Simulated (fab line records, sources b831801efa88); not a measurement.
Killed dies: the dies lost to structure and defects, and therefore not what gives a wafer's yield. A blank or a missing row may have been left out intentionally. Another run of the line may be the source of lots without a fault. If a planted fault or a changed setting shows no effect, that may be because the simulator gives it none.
Chamber matching | flow gf180mcu | GF_V4_CMP_04 on cmp-01: 4 sister chambers
The step polishes SiO2. 4 wafers are shown with their chamber, then 6 later ones without.

## WAFERS WITH THEIR CHAMBER
wafer  | chamber | motor current A (A)
L513.1 | 0       | 11.8
L523.1 | 3       | 11.6
L525.2 | 2       | 10.7
L525.5 | 1       | 14.7

## WAFERS MISSING THEIR CHAMBER
wafer  | motor current A (A)
L528.1 | 12.1
L528.2 | 11.2
L528.4 | 11.2
L531.2 | 11.9
L531.4 | 11.5
L531.6 | 10.2

## WHICH CHAMBER EACH WENT THROUGH
wafer  | from the rows above          | in truth
L528.1 | can't be placed: 0 or 3      | 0
L528.2 | can't be placed: 3 or 2 or 0 | 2
L528.4 | can't be placed: 3 or 2 or 0 | 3
L531.2 | can't be placed: 0 or 3      | 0
L531.4 | can't be placed: 3 or 0      | 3
L531.6 | 2                            | 2
Correctly placed: 1 of 6. Not placeable from these rows: 5 (in 5, the candidates include the true chamber). Number placed wrongly: 0.
How it was worked out, from the rows above alone: a wafer's distance from a chamber is the root of the sum, over the readings, of the square of ((its reading less the chamber's mean) divided by the reading's scatter). The wafer belongs to the nearest chamber; if the next one is less than 2 further off, it can't be placed. For every chamber, the mean is computed from those of its wafers that are shown. The scatter (one wafer shown for each chamber): square how far every hidden wafer sits from the nearest shown wafer, average those squares and take the square root.
